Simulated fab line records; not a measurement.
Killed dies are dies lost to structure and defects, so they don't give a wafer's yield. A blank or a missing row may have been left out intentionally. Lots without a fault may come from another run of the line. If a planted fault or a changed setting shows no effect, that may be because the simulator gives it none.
fab line records ; flow sky130 ; part 1 of 2: steps 1 to 27 of 39
[record] lots = 5; wafers = 15; last_day = 50
route steps=708 shown VIA3@577 METAL4@598 CAP2M@603
lots that met no fault: from a run of the same line without faults
start_h: hours from the record's opening day to when the first of the lot's shown wafers began ; wait_h: hours from the lot's prior step to this one ; " same as the row above ; L1.1+2: several wafers, shown together as one row ; - no value present, or no start provided ; * or withheld: withheld ; < > ~ a bound
route shown NAME@n: names a module that has steps shown in the file, with the first one's number in the route ; usual: the fault-free wafers' mean and standard deviation ; same: alike in all rows ; chamber/n: place in a boat ; sites: the reading at each site ; _std_site: their standard deviation ; _edge_site: mean of outer sites minus mean of inner sites ; radius_mm: how far each site lies from the wafer's centre ; mask NAME#n: copy n ; behind: the tool/chamber that last shaped the wafer ; hold: what put the lot on hold/how long, in hours/how the hold closed ; device: which transistor (n, p or np) failed to switch ; end of line: the same wafers' tests at the end of the route ; a step given without rows: its recipe and nothing more ; killed: the dies lost at the first sort to structure and to defects; this is not the yield of the wafer ; map: a wafer's dies, x killed, . not, _ none there
set.NAME: the setting as run; set.NAME@STEP: as run at that earlier step ; model.NAME: the simulator's own value behind a step, which no gauge read
certain route steps with their lots: each step a table, each wafer a row
services: the hour from which a tool's chamber was out of use, counted from the record's first day as start_h (under 0 if before that day), plus the number of hours and why
[[steps]]
[step SKY_VIA3_DEHYDRATE_04]
[recipe] temp_c = 200; time_s = 60
lot.wafer;tool;chamber;start_h;wait_h
L076.1+3+4;litho_track-04;0;932.10;11.8
L077.3+5+6;litho_track-02;0;936.01;11.5
L086.1+3+6;litho_track-01;0;999.38;11.1
L088.4+5+6;litho_track-04;0;1020.13;10.3
L097.1+2+5;litho_track-02;0;1063.96;10.6
[step SKY_VIA3_HMDS_05]
[recipe] prime_time_s = 60; prime_temp_c = 120
lot.wafer;tool;chamber;start_h;wait_h
L076.1+3+4;litho_track-04;0;932.25;0.1
L077.3+5+6;litho_track-02;0;936.16;0.1
L086.1+3+6;litho_track-01;0;999.53;0.1
L088.4+5+6;litho_track-04;0;1020.28;0.1
L097.1+2+5;litho_track-02;0;1064.11;0.1
[step SKY_VIA3_COAT_06]
[recipe] resist = BARC; temp_c = withheld; time_s = withheld; spin_rpm = 3000; resist_thk_nm = 60
lot.wafer;tool;chamber;start_h;wait_h
L076.1+3+4;litho_track-04;0;932.40;0.1
L077.3+5+6;litho_track-02;0;936.31;0.1
L086.1+3+6;litho_track-01;0;999.68;0.1
L088.4+5+6;litho_track-04;0;1020.43;0.1
L097.1+2+5;litho_track-02;0;1064.26;0.1
[step SKY_VIA3_COAT_07]
[recipe] resist = KrF-thick; spin_rpm = 3000; resist_thk_nm = 450
lot.wafer;tool;chamber;start_h;wait_h
L076.1+3+4;litho_track-04;0;-;-
L077.3+5+6;litho_track-02;0;-;-
L086.1+3+6;litho_track-01;0;-;-
L088.4+5+6;litho_track-04;0;-;-
L097.1+2+5;litho_track-02;0;-;-
[step SKY_VIA3_SOFTBAKE_08]
[recipe] temp_c = 100; time_s = 93.54; resist = KrF-thick
[usual] plate_sensor_t_centre_C = 100.88/0.01; plate_sensor_t_edge_C = 100.95/0.0093; softbake_temp_c = 99.99/0.13
lot.wafer;tool;chamber;start_h;wait_h;plate_sensor_t_centre_C;plate_sensor_t_edge_C;softbake_temp_c
L076.1;litho_track-04;0;-;-;100.88;100.96;100.08
L076.3;litho_track-04;0;-;-;100.89;100.95;100.10
L076.4;litho_track-04;0;-;-;100.88;100.97;99.98
L077.3;litho_track-02;0;-;-;100.89;100.96;100.04
L077.5;litho_track-02;0;-;-;100.89;100.97;100.14
L077.6;litho_track-02;0;-;-;100.88;100.94;99.85
L086.1;litho_track-01;0;-;-;100.87;100.95;100.11
L086.3;litho_track-01;0;-;-;100.89;100.94;99.97
L086.6;litho_track-01;0;-;-;100.88;100.96;99.95
L088.4;litho_track-04;0;-;-;100.87;100.95;100.01
L088.5;litho_track-04;0;-;-;100.87;100.96;99.93
L088.6;litho_track-04;0;-;-;100.87;100.96;99.90
L097.1;litho_track-02;0;-;-;100.87;100.96;99.91
L097.2;litho_track-02;0;-;-;100.88;100.95;99.97
L097.5;litho_track-02;0;-;-;100.87;100.95;99.98
[step SKY_VIA3_EXPOSE_09]
[recipe] mask_id = VIM3; na = 0.8; source_shape = annular; sigma_inner = 0.55; sigma_outer = 0.85; target_cd_nm = 200; dose_mj = 38
[usual] exposure_dose_mJ_cm2 = 37.99/0.037; focus_offset_nm = 0.1/0.55; reticle_temp_C = 22.96/0.11
lot.wafer;tool;chamber;start_h;wait_h;mask;exposure_dose_mJ_cm2;focus_offset_nm;reticle_temp_C
L076.1;krf_scanner-01;0;-;-;VIM3#0;37.97;-0.2;22.84
L076.3;krf_scanner-01;0;-;-;VIM3#0;37.99;-0.1;23.09
L076.4;krf_scanner-01;0;-;-;VIM3#0;38.02;0.4;23.01
L077.3;krf_scanner-01;0;-;-;VIM3#0;38.03;-0.9;23.02
L077.5;krf_scanner-01;0;-;-;VIM3#0;38.03;-0.9;23.20
L077.6;krf_scanner-01;0;-;-;VIM3#0;38.04;-0.6;23.12
L086.1;krf_scanner-01;0;-;-;VIM3#0;37.96;0.3;22.92
L086.3;krf_scanner-01;0;-;-;VIM3#0;38.00;0.2;23.10
L086.6;krf_scanner-01;0;-;-;VIM3#0;37.94;-0.7;22.90
L088.4;krf_scanner-02;0;-;-;VIM3#0;38.01;0.6;23.01
L088.5;krf_scanner-02;0;-;-;VIM3#0;37.99;0.0;23.08
L088.6;krf_scanner-02;0;-;-;VIM3#0;38.01;0.4;23.07
L097.1;krf_scanner-02;0;-;-;VIM3#0;38.03;-0.8;23.06
L097.2;krf_scanner-02;0;-;-;VIM3#0;38.04;-0.4;22.95
L097.5;krf_scanner-02;0;-;-;VIM3#0;38.02;-0.8;23.02
[step SKY_VIA3_PEB_10]
[recipe] peb_temp_c = withheld; peb_time_s = withheld; resist = KrF-thick
lot.wafer;tool;chamber;start_h;wait_h
L076.1+3+4;litho_track-04;0;-;-
L077.3+5+6;litho_track-01;0;-;-
L086.1+3+6;litho_track-02;0;-;-
L088.4+5+6;litho_track-04;0;-;-
L097.1+2+5;litho_track-04;0;-;-
[step SKY_VIA3_DEVELOP_11]
[recipe] develop_time_s = 60; resist = KrF-thick; dev_temp_c = 21
lot.wafer;tool;chamber;start_h;wait_h
L076.1+3+4;litho_track-04;0;-;-
L077.3+5+6;litho_track-01;0;-;-
L086.1+3+6;litho_track-02;0;-;-
L088.4+5+6;litho_track-04;0;-;-
L097.1+2+5;litho_track-04;0;-;-
[step SKY_VIA3_CD_MEAS_12]
[recipe] target_cd_nm = 200
[usual] cd_nm = 200.1/1.3
lot.wafer;tool;chamber;start_h;wait_h;cd_nm
L076.1;cd_sem-01;-;944.85;-;200.0
L076.3;cd_sem-01;-;944.85;-;199.8
L076.4;cd_sem-01;-;944.85;-;198.9
L077.3;cd_sem-01;-;948.62;-;198.9
L077.5;cd_sem-01;-;948.62;-;198.6
L077.6;cd_sem-01;-;948.62;-;199.2
L086.1;cd_sem-02;-;1011.36;-;197.9
L086.3;cd_sem-02;-;1011.36;-;198.9
L086.6;cd_sem-02;-;1011.36;-;199.1
L088.4;cd_sem-02;-;1031.56;-;199.8
L088.5;cd_sem-02;-;1031.56;-;200.8
L088.6;cd_sem-02;-;1031.56;-;201.6
L097.1;cd_sem-01;-;1074.25;-;199.4
L097.2;cd_sem-01;-;1074.25;-;199.7
L097.5;cd_sem-01;-;1074.25;-;198.9
[step SKY_VIA3_OVL_MEAS_13]
[usual] VIA3_OVL = 1/5.5
lot.wafer;tool;chamber;start_h;wait_h;VIA3_OVL[nm]
L076.1;overlay-01;-;944.97;0.1;8
L076.3;overlay-01;-;944.97;0.1;11
L076.4;overlay-01;-;944.97;0.1;8
L077.3;overlay-01;-;948.71;0.1;16
L077.5;overlay-01;-;948.71;0.1;13
L077.6;overlay-01;-;948.71;0.1;15
L086.1;overlay-02;-;1011.48;0.1;-1
L086.3;overlay-02;-;1011.48;0.1;-6
L086.6;overlay-02;-;1011.48;0.1;-2
L088.4;overlay-01;-;1031.64;0.1;7
L088.5;overlay-01;-;1031.64;0.1;5
L088.6;overlay-01;-;1031.64;0.1;6
L097.1;overlay-01;-;1074.37;0.1;-1
L097.2;overlay-01;-;1074.37;0.1;-1
L097.5;overlay-01;-;1074.37;0.1;-3
[step SKY_VIA3_ETCH_14]
[recipe] chemistry = N2/H2; target = BARC; ion_energy_ev = 200; source_w = 500; bias_w = 100; pressure_mtorr = 30; n2_flow_sccm = 100; h2_flow_sccm = 200; stop_on = SiO2; time_s = 45.9; target_depth_a = 600
[usual] bias_w = 99.99/0.27; drypump_motor_current_A = 5.6/0.53; oes_product_au = 0.855/0.0055; throttle_valve_pct = 13.225/0.009
lot.wafer;tool;chamber;start_h;wait_h;bias_w;drypump_motor_current_A;oes_product_au;rf_hours_counter_h;throttle_valve_pct
L076.1;rie_diel-02;3;945.01;0.0;100.14;6.5;0.858;11;13.222
L076.3;rie_diel-02;0;945.01;0.0;99.79;5.1;0.850;15;13.221
L076.4;rie_diel-02;1;945.01;0.0;99.92;5.1;0.859;6;13.219
L077.3;rie_diel-02;3;948.74;0.0;99.85;6.5;0.854;11;13.216
L077.5;rie_diel-02;3;948.74;0.0;99.94;6.6;0.862;-;13.216
L077.6;rie_diel-02;2;948.74;0.0;100.51;5.5;0.860;-;13.236
L086.1;rie_diel-02;3;1011.52;0.0;100.35;6.5;0.846;14;13.233
L086.3;rie_diel-02;1;1011.52;0.0;99.91;5.1;0.854;8;13.241
L086.6;rie_diel-02;0;1011.52;0.0;99.80;5.1;0.855;-;13.234
L088.4;rie_diel-02;1;1031.66;0.0;100.27;5.1;0.849;9;13.227
L088.5;rie_diel-02;1;1031.66;0.0;100.31;5.1;0.847;-;13.218
L088.6;rie_diel-02;0;1031.66;0.0;99.72;5.1;0.859;-;13.240
L097.1;rie_diel-02;2;1074.41;0.0;100.03;5.5;0.861;7;13.230
L097.2;rie_diel-02;1;1074.41;0.0;100.05;5.1;0.856;10;13.245
L097.5;rie_diel-02;3;1074.41;0.0;99.69;6.5;0.844;-;13.213
[step SKY_VIA3_ETCH_15]
[recipe] target = SiO2; chemistry = C4F8/O2/Ar; target_depth_nm = 507; stop_on = TiN; mask_material = KrF-thick; source_w = 1500; bias_w = 1200; pressure_mtorr = 40; c4f8_flow_sccm = withheld; O2_flow_sccm = 6; Ar_flow_sccm = 300; time_s = 78
[usual] bias_w = 1200/3.7; oes_product_au = 0.945/0.0047
lot.wafer;tool;chamber;start_h;wait_h;bias_w;oes_product_au;rf_hours_counter_h
L076.1;rie_diel-02;3;945.05;0.0;1199;0.933;11
L076.3;rie_diel-02;0;945.05;0.0;1194;0.938;15
L076.4;rie_diel-02;1;945.05;0.0;1202;0.946;6
L077.3;rie_diel-02;3;948.78;0.0;1199;0.945;11
L077.5;rie_diel-02;3;948.78;0.0;1198;0.940;-
L077.6;rie_diel-02;2;948.78;0.0;1198;0.946;-
L086.1;rie_diel-02;3;1011.56;0.0;1203;0.940;14
L086.3;rie_diel-02;1;1011.56;0.0;1199;0.944;8
L086.6;rie_diel-02;0;1011.56;0.0;1200;0.955;-
L088.4;rie_diel-02;1;1031.70;0.0;1207;0.952;9
L088.5;rie_diel-02;1;1031.70;0.0;1207;0.948;-
L088.6;rie_diel-02;0;1031.70;0.0;1200;0.946;-
L097.1;rie_diel-02;2;1074.45;0.0;1202;0.947;7
L097.2;rie_diel-02;1;1074.45;0.0;1198;0.933;10
L097.5;rie_diel-02;3;1074.45;0.0;1199;0.945;-
[step SKY_VIA3_STRIP_16]
[recipe] chemistry = O2/N2; power_w = 1400; pressure_mtorr = 1500; platen_temp_c = withheld; o2_flow_sccm = 3000; n2_flow_sccm = 300; overash_fraction = 0.5
[usual] drypump_motor_current_A = 5.7/0.56; oes_product_au = 0.401/0.0049; strip_time_to_endpoint_s = 4.125/0.028
lot.wafer;tool;chamber;start_h;wait_h;drypump_motor_current_A;oes_product_au;rf_hours_counter_h;strip_time_to_endpoint_s
L076.1;plasma_asher-01;1;945.11;0.0;6.3;0.395;20;4.127
L076.3;plasma_asher-01;1;945.11;0.0;6.2;0.405;-;4.142
L076.4;plasma_asher-01;0;945.11;0.0;5.5;0.402;-;4.120
L077.3;plasma_asher-01;1;948.87;0.1;6.2;0.397;-;4.146
L077.5;plasma_asher-01;1;948.87;0.1;6.2;0.407;-;4.129
L077.6;plasma_asher-01;0;948.87;0.1;5.4;0.401;-;4.059
L086.1;plasma_asher-01;1;1011.62;0.0;6.3;0.406;27;4.111
L086.3;plasma_asher-01;0;1011.62;0.0;5.4;0.402;-;4.103
L086.6;plasma_asher-01;0;1011.62;0.0;5.4;0.402;-;4.138
L088.4;plasma_asher-04;1;1031.79;0.1;5.4;0.396;-;4.135
L088.5;plasma_asher-04;1;1031.79;0.1;5.4;0.406;-;4.135
L088.6;plasma_asher-04;0;1031.79;0.1;5.0;0.404;-;4.144
L097.1;plasma_asher-04;1;1074.51;0.0;5.4;0.405;98;4.083
L097.2;plasma_asher-04;0;1074.51;0.0;5.0;0.400;98;4.143
L097.5;plasma_asher-04;0;1074.51;0.0;5.0;0.395;-;4.101
[step SKY_VIA3_STRIP_17]
[recipe] chemistry = post_etch_residue_remover; time_s = 1200; temp_c = 72.5
lot.wafer;tool;chamber;start_h;wait_h
L076.1+3+4;wet_bench-02;3;945.21;0.1
L077.3+5+6;wet_bench-03;0;948.94;0.0
L086.1+3+6;wet_bench-02;2;1011.72;0.1
L088.4+5+6;wet_bench-02;3;1031.90;0.1
L097.1+2+5;wet_bench-03;1;1074.61;0.1
[step SKY_VIA3_CLEAN_18]
[recipe] chemistry = IPA; time_s = 180; temp_c = 25
lot.wafer;tool;chamber;start_h;wait_h
L076.1+3+4;wet_bench-01;2;945.55;0.0
L077.3+5+6;wet_bench-02;0;949.62;0.0
L086.1+3+6;wet_bench-03;2;1012.06;0.0
L088.4+5+6;wet_bench-02;2;1032.24;0.0
L097.1+2+5;wet_bench-02;2;1075.30;0.0
[step SKY_VIA3_CLEAN_19]
[recipe] chemistry = O3/DIW; dry = n2_spin
lot.wafer;tool;chamber;start_h;wait_h
L076.1+3+4;wet_bench-02;0;945.61;0.0
L077.3+5+6;wet_bench-01;3;949.68;0.0
L086.1+3+6;wet_bench-01;1;1012.19;0.0
L088.4+5+6;wet_bench-02;3;1032.30;0.0
L097.1+2+5;wet_bench-03;3;1075.36;0.0
[step SKY_VIA3_SPUTTER_20]
[recipe] material = TiN; target_thk_nm = 20; chamber_pressure_pa = 5; power_w = 4000; time_s = 80
[usual] throttle_valve_pct = 30.6/1.2
lot.wafer;tool;chamber;start_h;wait_h;throttle_valve_pct
L076.1;pvd_sputter-04;-;945.70;0.0;30.7
L076.3;pvd_sputter-04;-;945.70;0.0;31.0
L076.4;pvd_sputter-04;-;945.70;0.0;29.2
L077.3;pvd_sputter-03;-;949.77;0.0;31.1
L077.5;pvd_sputter-03;-;949.77;0.0;30.9
L077.6;pvd_sputter-03;-;949.77;0.0;29.6
L086.1;pvd_sputter-01;-;1012.28;0.0;29.8
L086.3;pvd_sputter-01;-;1012.28;0.0;29.9
L086.6;pvd_sputter-01;-;1012.28;0.0;32.2
L088.4;pvd_sputter-01;-;1032.39;0.0;29.7
L088.5;pvd_sputter-01;-;1032.39;0.0;30.3
L088.6;pvd_sputter-01;-;1032.39;0.0;29.9
L097.1;pvd_sputter-03;-;1075.54;0.0;29.8
L097.2;pvd_sputter-03;-;1075.54;0.0;33.1
L097.5;pvd_sputter-03;-;1075.54;0.0;29.7
[step SKY_VIA3_CVD_21]
[recipe] material = W; target_thk_nm = 390; time_s = 117.31; temp_c = 400; pressure_torr = 40
[usual] heater_power_w = 906/91
lot.wafer;tool;chamber;start_h;wait_h;heater_power_w
L076.1;cvd_w-02;0;945.76;0.0;1011
L076.3;cvd_w-02;0;945.76;0.0;1020
L076.4;cvd_w-02;1;945.76;0.0;806
L077.3;cvd_w-01;0;949.87;0.1;842
L077.5;cvd_w-01;0;949.87;0.1;844
L077.6;cvd_w-01;1;949.87;0.1;935
L086.1;cvd_w-02;1;1012.34;0.0;797
L086.3;cvd_w-02;0;1012.34;0.0;1032
L086.6;cvd_w-02;0;1012.34;0.0;1021
L088.4;cvd_w-02;0;1032.49;0.1;1013
L088.5;cvd_w-02;1;1032.49;0.1;808
L088.6;cvd_w-02;0;1032.49;0.1;1031
L097.1;cvd_w-02;0;1075.60;0.0;1047
L097.2;cvd_w-02;1;1075.60;0.0;803
L097.5;cvd_w-02;1;1075.60;0.0;820
[step SKY_VIA3_RS_MEAS_22]
[recipe] thk_meas_gauge = four-point-probe; reads = W_of_VIA3_CVD_21+TiN_of_VIA3_SPUTTER_20
[usual] VIA3_W_RS = 0.296/0.0035
lot.wafer;tool;chamber;start_h;wait_h;VIA3_W_RS[ohm/sq]
L076.1;film_metro-01;-;945.89;0.1;0.298
L076.3;film_metro-01;-;945.89;0.1;0.296
L076.4;film_metro-01;-;945.89;0.1;0.291
L077.3;film_metro-04;-;950.00;0.1;0.292
L077.5;film_metro-04;-;950.00;0.1;0.292
L077.6;film_metro-04;-;950.00;0.1;0.296
L086.1;film_metro-02;-;1012.47;0.1;0.291
L086.3;film_metro-02;-;1012.47;0.1;0.294
L086.6;film_metro-02;-;1012.47;0.1;0.298
L088.4;film_metro-01;-;1032.63;0.1;0.304
L088.5;film_metro-01;-;1032.63;0.1;0.300
L088.6;film_metro-01;-;1032.63;0.1;0.300
L097.1;film_metro-01;-;1075.73;0.1;0.299
L097.2;film_metro-01;-;1075.73;0.1;0.295
L097.5;film_metro-01;-;1075.73;0.1;0.295
[step SKY_VIA3_THK_MEAS_23]
[recipe] thk_meas_gauge = xrf; reads = W_of_VIA3_CVD_21
[usual] VIA3_W_THK = 397/6.1
lot.wafer;tool;chamber;start_h;wait_h;VIA3_W_THK[nm]
L076.1;film_metro-01;-;946.01;0.1;390
L076.3;film_metro-01;-;946.01;0.1;388
L076.4;film_metro-01;-;946.01;0.1;402
L077.3;film_metro-04;-;950.10;0.1;403
L077.5;film_metro-04;-;950.10;0.1;406
L077.6;film_metro-04;-;950.10;0.1;401
L086.1;film_metro-02;-;1012.59;0.1;397
L086.3;film_metro-02;-;1012.59;0.1;394
L086.6;film_metro-02;-;1012.59;0.1;387
L088.4;film_metro-01;-;1032.72;0.1;387
L088.5;film_metro-01;-;1032.72;0.1;393
L088.6;film_metro-01;-;1032.72;0.1;389
L097.1;film_metro-01;-;1075.85;0.1;389
L097.2;film_metro-01;-;1075.85;0.1;398
L097.5;film_metro-01;-;1075.85;0.1;395
[step SKY_VIA3_CMP_24]
[recipe] stop_on = SiO2; t_overpolish_s = 20; down_force_psi = 3.5; platen_rpm = 60; target_thk_nm = 0; pad_velocity_m_s = 0.94248
[usual] motor_current_A = 10.7/1; overpolish_run_s = 20.000/0.009; platen_rpm = 60.00/0.039; time_to_endpoint_s = 93/3.1
lot.wafer;tool;chamber;start_h;wait_h;motor_current_A;overpolish_run_s;platen_rpm;time_to_endpoint_s
L076.4;cmp-01;1;946.07;0.0;11.0;19.998;60.00;93
L076.3;cmp-01;3;946.07;0.0;9.6;20.008;60.04;95
L076.1;cmp-01;0;946.07;0.0;10.9;19.977;60.05;91
L077.3;cmp-01;2;950.19;0.1;10.5;20.003;60.06;94
L077.6;cmp-01;1;950.19;0.1;10.7;19.998;60.04;87
L077.5;cmp-01;2;950.19;0.1;9.4;20.000;60.03;91
L086.1;cmp-02;1;1012.75;0.1;12.3;20.010;60.02;94
L086.3;cmp-02;2;1012.75;0.1;10.4;20.001;59.95;94
L086.6;cmp-02;0;1012.75;0.1;9.5;20.000;59.99;95
L088.4;cmp-01;3;1032.90;0.2;10.1;20.008;59.99;90
L088.6;cmp-01;0;1032.90;0.2;10.7;20.008;59.93;92
L088.5;cmp-01;1;1032.90;0.2;11.3;20.002;59.96;89
L097.2;cmp-01;2;1075.96;0.1;9.8;20.002;59.97;92
L097.1;cmp-01;3;1075.96;0.1;9.6;19.999;60.00;92
L097.5;cmp-01;1;1075.96;0.1;11.6;19.982;60.02;93
[step SKY_METAL4_SPUTTER_00]
[recipe] material = Ti; target_thk_nm = 15; power_w = 3000; time_s = 10; chamber_pressure_pa = 0.4
[usual] throttle_valve_pct = 30.8/1.3
lot.wafer;tool;chamber;start_h;wait_h;throttle_valve_pct
L076.1;pvd_sputter-02;-;946.37;0.1;32.2
L076.3;pvd_sputter-02;-;946.37;0.1;31.4
L076.4;pvd_sputter-02;-;946.37;0.1;29.7
L077.3;pvd_sputter-02;-;950.44;0.2;29.9
L077.5;pvd_sputter-02;-;950.44;0.2;31.5
L077.6;pvd_sputter-02;-;950.44;0.2;30.4
L086.1;pvd_sputter-03;-;1012.95;0.1;29.5
L086.3;pvd_sputter-03;-;1012.95;0.1;30.7
L086.6;pvd_sputter-03;-;1012.95;0.1;29.7
L088.4;pvd_sputter-03;-;1033.05;0.1;29.8
L088.5;pvd_sputter-03;-;1033.05;0.1;33.1
L088.6;pvd_sputter-03;-;1033.05;0.1;31.3
L097.1;pvd_sputter-01;-;1076.21;0.1;32.0
L097.2;pvd_sputter-01;-;1076.21;0.1;30.0
L097.5;pvd_sputter-01;-;1076.21;0.1;30.1
[step SKY_METAL4_SPUTTER_01]
[recipe] material = TiN; target_thk_nm = 20; power_w = 6500; time_s = 16.7; chamber_pressure_pa = 0.4
[usual] throttle_valve_pct = 30.8/1.3
lot.wafer;tool;chamber;start_h;wait_h;throttle_valve_pct
L076.1;pvd_sputter-02;-;946.39;0.0;32.4
L076.3;pvd_sputter-02;-;946.39;0.0;31.5
L076.4;pvd_sputter-02;-;946.39;0.0;29.8
L077.3;pvd_sputter-02;-;950.46;0.0;29.8
L077.5;pvd_sputter-02;-;950.46;0.0;31.3
L077.6;pvd_sputter-02;-;950.46;0.0;30.0
L086.1;pvd_sputter-03;-;1012.97;0.0;29.5
L086.3;pvd_sputter-03;-;1012.97;0.0;31.3
L086.6;pvd_sputter-03;-;1012.97;0.0;29.9
L088.4;pvd_sputter-03;-;1033.07;0.0;29.7
L088.5;pvd_sputter-03;-;1033.07;0.0;32.9
L088.6;pvd_sputter-03;-;1033.07;0.0;31.2
L097.1;pvd_sputter-01;-;1076.23;0.0;32.0
L097.2;pvd_sputter-01;-;1076.23;0.0;29.9
L097.5;pvd_sputter-01;-;1076.23;0.0;30.0
[step SKY_METAL4_SPUTTER_02]
[recipe] material = AlCu; target_thk_nm = 735; power_w = 10600; time_s = 39.1; chamber_pressure_pa = 0.4
[usual] throttle_valve_pct = 30.8/1.2
lot.wafer;tool;chamber;start_h;wait_h;throttle_valve_pct
L076.1;pvd_sputter-02;-;946.41;0.0;31.9
L076.3;pvd_sputter-02;-;946.41;0.0;31.5
L076.4;pvd_sputter-02;-;946.41;0.0;29.9
L077.3;pvd_sputter-02;-;950.48;0.0;29.8
L077.5;pvd_sputter-02;-;950.48;0.0;31.4
L077.6;pvd_sputter-02;-;950.48;0.0;30.1
L086.1;pvd_sputter-03;-;1012.99;0.0;29.5
L086.3;pvd_sputter-03;-;1012.99;0.0;31.2
L086.6;pvd_sputter-03;-;1012.99;0.0;29.6
L088.4;pvd_sputter-03;-;1033.10;0.0;29.5
L088.5;pvd_sputter-03;-;1033.10;0.0;33.3
L088.6;pvd_sputter-03;-;1033.10;0.0;31.3
L097.1;pvd_sputter-01;-;1076.25;0.0;31.9
L097.2;pvd_sputter-01;-;1076.25;0.0;30.1
L097.5;pvd_sputter-01;-;1076.25;0.0;30.0
[step SKY_METAL4_SPUTTER_03]
[recipe] material = Ti; target_thk_nm = 5; power_w = 3000; time_s = 3.3; chamber_pressure_pa = 0.385
[usual] throttle_valve_pct = 30.8/1.2
lot.wafer;tool;chamber;start_h;wait_h;throttle_valve_pct
L076.1;pvd_sputter-02;-;946.45;0.0;32.2
L076.3;pvd_sputter-02;-;946.45;0.0;31.3
L076.4;pvd_sputter-02;-;946.45;0.0;29.8
L077.3;pvd_sputter-02;-;950.52;0.0;30.0
L077.5;pvd_sputter-02;-;950.52;0.0;31.3
L077.6;pvd_sputter-02;-;950.52;0.0;30.2
L086.1;pvd_sputter-03;-;1013.03;0.0;29.7
L086.3;pvd_sputter-03;-;1013.03;0.0;31.1
L086.6;pvd_sputter-03;-;1013.03;0.0;29.8
L088.4;pvd_sputter-03;-;1033.14;0.0;29.5
L088.5;pvd_sputter-03;-;1033.14;0.0;33.0
L088.6;pvd_sputter-03;-;1033.14;0.0;31.0
L097.1;pvd_sputter-01;-;1076.29;0.0;32.1
L097.2;pvd_sputter-01;-;1076.29;0.0;30.2
L097.5;pvd_sputter-01;-;1076.29;0.0;29.9
[step SKY_METAL4_SPUTTER_04]
[recipe] material = TiN; target_thk_nm = 70; power_w = 6500; time_s = 58.3; chamber_pressure_pa = 0.4
[usual] throttle_valve_pct = 30.8/1.2
lot.wafer;tool;chamber;start_h;wait_h;throttle_valve_pct
L076.1;pvd_sputter-02;-;946.47;0.0;32.2
L076.3;pvd_sputter-02;-;946.47;0.0;31.1
L076.4;pvd_sputter-02;-;946.47;0.0;29.8
L077.3;pvd_sputter-02;-;950.54;0.0;29.8
L077.5;pvd_sputter-02;-;950.54;0.0;31.3
L077.6;pvd_sputter-02;-;950.54;0.0;30.4
L086.1;pvd_sputter-03;-;1013.05;0.0;29.5
L086.3;pvd_sputter-03;-;1013.05;0.0;31.0
L086.6;pvd_sputter-03;-;1013.05;0.0;29.4
L088.4;pvd_sputter-03;-;1033.16;0.0;29.5
L088.5;pvd_sputter-03;-;1033.16;0.0;32.9
L088.6;pvd_sputter-03;-;1033.16;0.0;31.2
L097.1;pvd_sputter-01;-;1076.31;0.0;32.1
L097.2;pvd_sputter-01;-;1076.31;0.0;30.0
L097.5;pvd_sputter-01;-;1076.31;0.0;30.1
[step SKY_CAP2M_CVD_00]
[recipe] material = SiO2; target_thk_nm = 15.5; temp_c = 400; time_s = withheld; rf_w = 450
[usual] heater_power_w = 751/73
lot.wafer;tool;chamber;start_h;wait_h;heater_power_w
L076.1;pecvd-04;2;946.52;0.0;691
L076.3;pecvd-04;0;946.52;0.0;899
L076.4;pecvd-04;2;946.52;0.0;708
L077.3;pecvd-03;1;950.59;0.0;715
L077.5;pecvd-03;1;950.59;0.0;722
L077.6;pecvd-03;0;950.59;0.0;765
L086.1;pecvd-04;2;1013.10;0.0;679
L086.3;pecvd-04;1;1013.10;0.0;767
L086.6;pecvd-04;2;1013.10;0.0;695
L088.4;pecvd-04;2;1033.22;0.0;714
L088.5;pecvd-04;0;1033.22;0.0;841
L088.6;pecvd-04;1;1033.22;0.0;831
L097.1;pecvd-04;1;1076.36;0.0;779
L097.2;pecvd-04;2;1076.36;0.0;707
L097.5;pecvd-04;0;1076.36;0.0;887
